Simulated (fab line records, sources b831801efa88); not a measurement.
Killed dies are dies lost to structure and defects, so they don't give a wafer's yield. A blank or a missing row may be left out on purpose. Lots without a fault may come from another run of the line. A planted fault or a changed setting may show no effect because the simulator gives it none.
fab line records | flow gf180mcu
record lots=13 wafers=37 last_day=34
route steps=602 shown V1@349 M2@366 V2@386
lots that met no fault: from a run of the same line without faults
start_h: hours from the record's first day to the start of the lot's first wafer shown | wait_h: hours since the lot's step before | " the same as in the row above | L1.1+2: a row that stands for several wafers | - no value, or no start given | * or withheld: withheld | < > ~ a bound
route shown NAME@n: a module of which the file shows steps, and the number in the route of the first | usual: mean/standard deviation of fault-free wafers | same: alike in all rows | chamber/n: place in a boat | sites: the reading at each site | _std_site: their standard deviation | _edge_site: outer sites' mean less inner sites' | radius_mm: how far each site lies from the wafer's centre | mask NAME#n: copy n | behind: the tool/chamber that last shaped the wafer | hold: why the lot was held/for how many hours/how that ended | device: the transistor (n, p or np) that didn't switch | end of line: the same wafers' tests at the end of the route | a step without rows: its recipe alone | killed: dies lost to structure and defects at the first sort, not the wafer's yield | map: a wafer's dies, x killed, . not, _ none there
set.NAME: the setting as run; set.NAME@STEP: as run at that earlier step | model.NAME: the simulator's own value behind a step, which no gauge read
steps of the route over a sample of lots; a table a step, a row a wafer
services: from which hour (start_h, from the record's first day; less than 0 if before it) a tool's chamber was out of use, for how many hours, and why
## steps
# step GF_V1_CD_MEAS_14
# recipe target_cd_nm=260
# usual cd_nm=259.8/1.1
# columns lot.wafer tool chamber start_h wait_h cd_nm
L774.1 cd_sem-01 - 406.89 0.1 260.4
L774.2 " - " " 260.4
L774.6 " - " " 260.0
L775.4 cd_sem-01 - 414.35 0.1 259.9
L775.5 " - " " 260.3
L775.6 " - " " 259.2
L777.2 cd_sem-02 - 433.61 0.1 258.7
L777.3 " - " " 258.7
L777.6 " - " " 258.5
L778.2 cd_sem-02 - 443.24 0.1 258.7
L778.3 " - " " 259.8
L778.4 " - " " 259.6
L779.2 cd_sem-02 - 453.36 0.1 260.4
L779.3 " - " " 260.0
L779.6 " - " " 260.5
L780.1 cd_sem-02 - 466.12 0.1 259.6
L780.2 " - " " 260.7
L780.4 " - " " 260.0
L781.3 cd_sem-01 - 474.36 0.1 261.6
L781.4 " - " " 260.5
L781.6 " - " " 260.3
L782.2 cd_sem-02 - 477.19 0.1 261.2
L782.3 " - " " 259.4
L782.5 " - " " 259.9
L784.1 cd_sem-02 - 508.17 0.1 258.4
L784.4 " - " " 258.9
L784.6 " - " " 258.1
L792.2 cd_sem-02 - 576.84 0.1 262.2
L792.3 " - " " 261.6
L793.2 cd_sem-02 - 584.94 0.1 260.8
L793.4 " - " " 259.9
L793.5 " - " " 259.7
L795.2 cd_sem-01 - 597.84 0.1 259.9
L795.4 " - " " 259.3
L795.6 " - " " 259.3
L794.2 cd_sem-02 - 598.03 0.1 256.9
L794.3 " - " " 258.4
# step GF_M2_SPUTTER_04
# recipe material=TiN target_thk_nm=50 power_w=6500 time_s=41.7 chamber_pressure_pa=0.4
# usual throttle_valve_pct=30.1/1
# columns lot.wafer tool chamber start_h wait_h throttle_valve_pct
L774.1 pvd_sputter-02 - 408.58 0.0 30.5
L774.2 " - " " 30.2
L774.6 " - " " 30.8
L775.4 pvd_sputter-02 - 415.98 0.0 30.5
L775.5 " - " " 32.0
L775.6 " - " " 30.7
L777.2 pvd_sputter-01 - 435.30 0.0 29.0
L777.3 " - " " 29.1
L777.6 " - " " 29.5
L778.2 pvd_sputter-02 - 444.95 0.0 32.2
L778.3 " - " " 30.6
L778.4 " - " " 30.6
L779.2 pvd_sputter-02 - 455.05 0.0 30.5
L779.3 " - " " 30.9
L779.6 " - " " 30.3
L780.1 pvd_sputter-02 - 467.86 0.0 30.9
L780.2 " - " " 31.9
L780.4 " - " " 30.6
L781.3 pvd_sputter-01 - 476.09 0.0 28.9
L781.4 " - " " 29.6
L781.6 " - " " 29.5
L782.2 pvd_sputter-02 - 479.38 0.0 30.9
L782.3 " - " " 32.2
L782.5 " - " " 30.7
L784.1 pvd_sputter-01 - 510.00 0.0 28.8
L784.4 " - " " 29.9
L784.6 " - " " 28.9
L792.2 pvd_sputter-02 - 578.51 0.0 30.5
L792.3 " - " " 32.1
L793.2 pvd_sputter-04 - 586.61 0.0 29.2
L793.4 " - " " 30.3
L793.5 " - " " 29.5
L795.2 pvd_sputter-01 - 599.52 0.0 29.1
L795.4 " - " " 29.3
L795.6 " - " " 29.1
L794.2 pvd_sputter-02 - 599.72 0.0 30.5
L794.3 " - " " 31.8
# step GF_V2_CMP_04
# recipe material=SiO2 down_force_psi=4 platen_rpm=60 pad_velocity_m_s=0.94248
# usual motor_current_A=11.2/0.73 time_to_endpoint_s=79/4.7
# columns lot.wafer tool chamber start_h wait_h motor_current_A time_to_endpoint_s
L774.1 cmp-02 2 433.93 0.1 11.5 76
L774.2 " 3 " " 10.4 67
L774.6 " 1 " " 11.8 77
L775.4 cmp-02 1 442.38 0.2 11.3 83
L775.5 " 2 " " 11.4 85
L775.6 " 3 " " 10.0 83
L777.2 cmp-02 2 461.03 0.1 11.4 72
L777.3 " 3 " " 10.2 72
L777.6 " 2 " " 11.8 80
L778.2 cmp-01 1 470.58 0.0 11.6 74
L778.4 " 3 " " 11.7 82
L778.3 " 0 " " 10.4 76
L779.2 cmp-02 1 480.19 0.1 11.7 78
L779.3 " 2 " " 11.6 76
L779.6 " 0 " " 10.6 77
L780.1 cmp-01 3 492.58 0.1 10.9 73
L780.4 " 1 " " 11.4 77
L780.2 " 2 " " 11.9 74
L781.4 cmp-01 2 501.01 0.1 11.8 80
L781.3 " 0 " " 9.8 79
L781.6 " 2 " " 12.1 82
L782.3 cmp-02 1 504.49 0.0 11.6 91
L782.2 " 0 " " 10.3 83
L782.5 " 2 " " 11.8 88
L784.4 cmp-02 1 533.75 0.0 11.9 78
L784.1 " 0 " " 11.0 77
L784.6 " 1 " " 11.8 81
L792.3 cmp-01 0 601.25 0.1 10.1 101
L792.2 " 1 " " 11.3 102
L793.4 cmp-01 0 607.74 0.2 10.3 80
L793.2 " 1 " " 11.4 94
L793.5 " 3 " " 10.9 83
L795.2 cmp-02 2 620.65 0.0 11.7 73
L795.4 " 3 " " 10.5 77
L795.6 " 2 " " 11.7 79
L794.3 cmp-01 3 621.10 0.1 10.7 96
L794.2 " 0 " " 10.7 95
# step GF_V2_BOW_MEAS_05
# recipe mode=bow
# usual V2_BOW=98/8.9
# columns lot.wafer tool chamber start_h wait_h V2_BOW[um]
L774.1 film_metro-01 - 434.18 0.2 96
L774.2 " - " " 98
L774.6 " - " " 102
L775.4 film_metro-02 - 442.59 0.2 102
L775.5 " - " " 97
L775.6 " - " " 103
L777.2 film_metro-04 - 461.30 0.2 92
L777.3 " - " " 87
L777.6 " - " " 91
L778.2 film_metro-01 - 470.90 0.3 102
L778.3 " - " " 115
L778.4 " - " " 97
L779.2 film_metro-01 - 480.41 0.2 105
L779.3 " - " " 97
L779.6 " - " " 98
L780.1 film_metro-02 - 492.88 0.2 95
L780.2 " - " " 102
L780.4 " - " " 107
L781.3 film_metro-02 - 501.30 0.1 109
L781.4 " - " " 104
L781.6 " - " " 111
L782.2 film_metro-04 - 504.81 0.1 96
L782.3 " - " " 97
L782.5 " - " " 101
L784.1 film_metro-01 - 534.05 0.1 99
L784.4 " - " " 90
L784.6 " - " " 88
L792.2 film_metro-04 - 601.52 0.2 114
L792.3 " - " " 108
L793.2 film_metro-01 - 607.96 0.1 112
L793.4 " - " " 92
L793.5 " - " " 102
L795.2 film_metro-04 - 620.97 0.3 95
L795.4 " - " " 78
L795.6 " - " " 85
L794.2 film_metro-02 - 621.32 0.1 106
L794.3 " - " " 100
# step GF_V2_ETCH_17
# recipe chemistry=C4F8/O2/Ar mask_material=KrF target=SiO2 stop_on=TiN source_w=1500 bias_w=1200 pressure_mtorr=40 c4f8_flow_sccm=withheld O2_flow_sccm=6 Ar_flow_sccm=300 time_s=withheld target_depth_a=6300
# usual oes_product_au=0.856/0.0046
# columns lot.wafer tool chamber start_h wait_h oes_product_au
L774.1 rie_diel-01 2 - - 0.861
L774.2 " 0 " " 0.844
L774.6 " 2 " " 0.850
L775.4 rie_diel-03 2 - - 0.852
L775.5 " 1 " " 0.862
L775.6 " 0 " " 0.852
L777.2 rie_diel-03 2 - - 0.847
L777.3 " 3 " " 0.858
L777.6 " 1 " " 0.859
L778.2 rie_diel-01 2 - - 0.856
L778.3 " 0 " " 0.857
L778.4 " 3 " " 0.857
L779.2 rie_diel-01 2 - - 0.861
L779.3 " 1 " " 0.854
L779.6 " 0 " " 0.846
L780.1 rie_diel-03 0 - - 0.854
L780.2 " 2 " " 0.862
L780.4 " 1 " " 0.852
L781.3 rie_diel-01 3 - - 0.863
L781.4 " 3 " " 0.858
L781.6 " 0 " " 0.857
L782.2 rie_diel-04 3 - - 0.855
L782.3 " 2 " " 0.852
L782.5 " 0 " " 0.862
L784.1 rie_diel-01 3 - - 0.856
L784.4 " 2 " " 0.855
L784.6 " 1 " " 0.850
L792.2 rie_diel-03 2 - - 0.916
L792.3 " 3 " " 0.904
L793.2 rie_diel-01 1 - - 0.902
L793.4 " 0 " " 0.850
L793.5 " 1 " " 0.852
L795.2 rie_diel-04 1 - - 0.859
L795.4 " 2 " " 0.858
L795.6 " 3 " " 0.851
L794.2 rie_diel-01 1 - - 0.914
L794.3 " 2 " " 0.908
## services
# columns tool chamber start_h hours kind
rie_diel-03 - 401.95 0.5 repair
cmp-01 - 404.06 4.0 pm
cmp-01 - 410.49 9.4 repair
cmp-01 - 418.36 1.8 repair
cmp-02 - 420.12 4.7 pm
pvd_sputter-01 - 436.85 4.1 repair
cmp-01 - 444.13 6.1 repair
pvd_sputter-02 - 457.48 4.7 repair
cmp-01 - 459.42 2.5 repair
cmp-02 - 463.80 11.2 repair
cmp-01 - 481.08 0.6 repair
cmp-02 - 502.43 1.3 repair
cmp-01 - 519.13 3.9 repair
cmp-02 - 523.42 2.5 repair
rie_diel-01 2 523.57 4.8 repair
pvd_sputter-02 - 543.39 2.8 repair
cmp-02 - 547.60 5.9 repair
cmp-01 - 551.22 0.7 repair
cmp-02 - 556.24 1.0 repair
cmp-01 - 564.64 0.7 repair
pvd_sputter-02 - 567.98 2.4 repair
cmp-02 - 572.04 4.0 pm
cmp-02 - 582.87 6.8 pm
cmp-02 - 591.67 1.3 repair
## key
first_sign step=GF_V2_CMP_04 reading=time_to_endpoint_s direction=up sigmas=3.9 usual=* struck=*
effect step=GF_V2_ETCH_17 reading=oes_product_au direction=up sigmas=12 usual=0.856 struck=0.909
met_at GF_V2_CMP_04
struck_lots L792,L793,L794
struck_wafers L792.2,L792.3,L793.2,L794.2,L794.3
not_acting_at GF_V1_CD_MEAS_14,GF_M2_SPUTTER_04,GF_V2_BOW_MEAS_05
onset_between 501.01 601.25
fault kind=process_parameter_drift tool=cmp-01 chamber=- onset_h=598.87 steps=GF_V2_CMP_04 channel=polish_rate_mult offset=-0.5 shape=step end_h=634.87 scope=struck_wafers_only
